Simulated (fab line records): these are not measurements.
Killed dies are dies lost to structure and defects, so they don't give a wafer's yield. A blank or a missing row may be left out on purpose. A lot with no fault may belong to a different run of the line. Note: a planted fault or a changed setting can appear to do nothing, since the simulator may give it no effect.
Comparing a struck lot with a sound one -- flow sky130 -- 43 steps out of a route of 708
Sound: the wafers L846.2, L846.5, L846.6. Struck: wafers L857.2, L857.4, L857.5. The cause comes at the end.
For every step that has rows: the tool of each side, followed by ch and its chambers, followed by its first start. Under that, the readings that differ: sound wafers -- struck wafers -- difference of the means -- sigmas: that difference in standard deviations of wafers without a fault.
alike: same words and numbers on both sides, and readings whose means sit less than 2 such deviations apart. not compared: any withheld reading, any reading some wafer has no value for, any bound like >300 that may hide the same value, and any number with overlapping values for which the record gives no deviation.
The two part at a step that has a row with sigmas, a row that says differs or no value, or rows on one side only. Numbers that don't overlap but have no deviation are shown without sigmas and don't part them. A reading that every wafer of one side lacks parts them only if that side has two wafers or more.

SKY_LDD_HVP_OVL_MEAS_07:
  sound on overlay-01 at day 23 18:38; struck on overlay-02 at day 27 13:20
  alike: LDD_HVP_OVL
then, 1 step without rows for these wafers: SKY_LDD_HVP_IMPLANT_08.
SKY_LDD_HVP_STRIP_09: strips in O2/N2.
  sound on plasma_asher-03 ch 0,1, day 23 18:49; struck on plasma_asher-03 ch 1, day 27 13:31
  alike: drypump_motor_current_A, oes_product_au, strip_time_to_endpoint_s
  not compared: rf_hours_counter_h
SKY_LDD_HVP_TW_MEAS_10:
  sound on film_metro-04 at day 23 18:55; struck on film_metro-01 at day 27 13:37
  alike: LDD_HVP_TW
then, 7 steps without rows for these wafers: SKY_LDD_LDN_DEHYDRATE_00 (time 60 s); SKY_LDD_LDN_HMDS_01 (prime time 60 s); SKY_LDD_LDN_COAT_02 (resist thk 1140 nm); SKY_LDD_LDN_SOFTBAKE_03 (time 60 s); SKY_LDD_LDN_EXPOSE_04 (exposes mask LDNTM, target cd 700 nm); SKY_LDD_LDN_PEB_05; SKY_LDD_LDN_DEVELOP_06 (develop time 60 s).
SKY_LDD_LDN_OVL_MEAS_07:
  sound on overlay-01 at day 25 00:32; struck on overlay-02 at day 28 17:09
  alike: LDD_LDN_OVL
SKY_LDD_LDN_IMPLANT_08:
  sound on implanter-01 ch 0, day 25 00:35; struck on implanter-01 ch 0, day 28 17:13
then, 3 steps without rows for these wafers: SKY_LDD_LDN_IMPLANT_09; SKY_LDD_LDN_IMPLANT_10; SKY_LDD_LDN_IMPLANT_11.
SKY_LDD_LDN_STRIP_12: strips in O2/N2.
  sound on plasma_asher-04 ch 0,1, day 25 01:10; struck on plasma_asher-01 ch 1, day 28 17:47
  alike: drypump_motor_current_A, oes_product_au, strip_time_to_endpoint_s
  not compared: rf_hours_counter_h
SKY_LDD_LDN_TW_MEAS_13:
  sound on film_metro-01 at day 25 01:16; struck on film_metro-01 at day 28 17:53
  alike: LDD_LDN_TW
then, 2 steps without rows for these wafers: SKY_LDD_LDN_CLEAN_14 (cleans in SC1/SC2, time 150 s); SKY_SPACER_CVD_00 (deposits Si3N4 from DCS/NH3, target thk 43.1 nm, time 740 s).
SKY_SPACER_THK_MEAS_01:
  sound on film_metro-02 at day 25 02:47; struck on film_metro-02 at day 28 19:52
  alike: SPACER_CVD_00_THK
SKY_SPACER_ETCHBACK_02: etches Si3N4 in CH3F/O2, stops on SiO2, time 46.7 s, target depth 45 nm.
  sound on rie_diel-02 ch 0,2,3, day 25 02:50; struck on rie_diel-02 ch 0,1,2, day 28 19:55
  alike: drypump_motor_current_A, oes_product_au, throttle_valve_pct
  not compared: rf_hours_counter_h
then, 8 steps without rows for these wafers: SKY_POLY_CUT_DEHYDRATE_00 (time 60 s); SKY_POLY_CUT_HMDS_01 (prime time 60 s); SKY_POLY_CUT_COAT_02 (resist thk 60 nm); SKY_POLY_CUT_COAT_03 (resist thk 450 nm); SKY_POLY_CUT_SOFTBAKE_04 (time 90 s); SKY_POLY_CUT_EXPOSE_05 (exposes mask NPCM, target cd 270 nm); SKY_POLY_CUT_PEB_06; SKY_POLY_CUT_DEVELOP_07 (develop time 60 s).
SKY_POLY_CUT_CD_MEAS_08: target cd 270 nm.
  sound on cd_sem-01 at day 26 07:16; struck on cd_sem-01 at day 30 00:11
  alike: cd_nm
SKY_POLY_CUT_OVL_MEAS_09:
  sound on overlay-02 at day 26 07:22; struck on overlay-01 at day 30 00:17
  alike: POLY_CUT_OVL
SKY_POLY_CUT_ETCH_10: etches BARC in N2/H2, stops on SiO2, time 45.9 s, target depth 60 nm.
  sound on rie_diel-04 ch 1,2, day 26 07:24; struck on rie_diel-03 ch 0,1,2, day 30 00:19
  alike: drypump_motor_current_A, oes_product_au, throttle_valve_pct
  not compared: rf_hours_counter_h
then, 1 step without rows for these wafers: SKY_POLY_CUT_ETCH_11 (etches Si3N4 in CF4/CH2F2/Ar, stops on poly-Si, time 42.5 s, target depth 60 nm).
SKY_POLY_CUT_STRIP_12: strips in O2/N2.
  sound on plasma_asher-02 ch 0,1, day 26 07:29; struck on plasma_asher-02 ch 0,1, day 30 00:23
  alike: drypump_motor_current_A, oes_product_au, strip_time_to_endpoint_s
  not compared: rf_hours_counter_h
then, 7 steps without rows for these wafers: SKY_SD_P_DEHYDRATE_00 (time 60 s); SKY_SD_P_HMDS_01 (prime time 60 s); SKY_SD_P_COAT_02 (resist thk 1140 nm); SKY_SD_P_SOFTBAKE_03 (time 60 s); SKY_SD_P_EXPOSE_04 (exposes mask PSDM, target cd 380 nm); SKY_SD_P_PEB_05; SKY_SD_P_DEVELOP_06 (develop time 60 s).
-- here the record skips 20 days between the struck wafers' starts before and after, leaving off in module SD_P and picking up in module PAD_OPEN (first step shown: number 708 of the route) --
SKY_PAD_OPEN_PROBE_99:
  sound on prober-01 at day 47 07:21; struck on prober-02 at day 49 20:07
reading,sound,struck,difference,sigmas
model.etest.diode_nwell_sub.leak_log10_a_cm2,-7.361 -7.414 -7.667,-6.467 -6.333 -6.057,+1.195,
model.etest.diode_dnwell_sub.leak_log10_a_cm2,-7.08 -7.222 -7.223,-6.194 -6.24 -6.182,+0.970,
model.etest.diode_pwell_dnwell.leak_log10_a_cm2,-7.264 -7.36 -7.614,-6.582 -6.659 -6.793,+0.735,
model.etest.diode_ndiff_pwell_hv.leak_log10_a_cm2,-6.634 -6.373 -6.531,-5.902 -6.351 -6.079,+0.402,
model.etest.diode_pdiff_nwell_hv.leak_log10_a_cm2,-6.584 -6.443 -6.625,-6.105 -5.965 -6.19,+0.464,
model.etest.diode_ndiff_pwell.leak_log10_a_cm2,-7.363 -7.466 -7.235,-6.851 -6.544 -6.846,+0.608,
model.etest.diode_pdiff_nwell.leak_log10_a_cm2,-7.056 -7.183 -7.521,-6.9 -6.95 -6.572,+0.4,
model.etest.nfet_16v.off_log10_a_um,-13.92 -13.77 -13.97,-13.6 -13.14 -13.45,+0.5,
  alike: killed_at_M0_to_M3, killed_at_M4_up, killed_at_contacts, killed_at_front_end, killed_at_other, killed_dies, killed_open, killed_short

WHERE THEY PART
Nowhere in this record.

WHY: what the simulator had put in
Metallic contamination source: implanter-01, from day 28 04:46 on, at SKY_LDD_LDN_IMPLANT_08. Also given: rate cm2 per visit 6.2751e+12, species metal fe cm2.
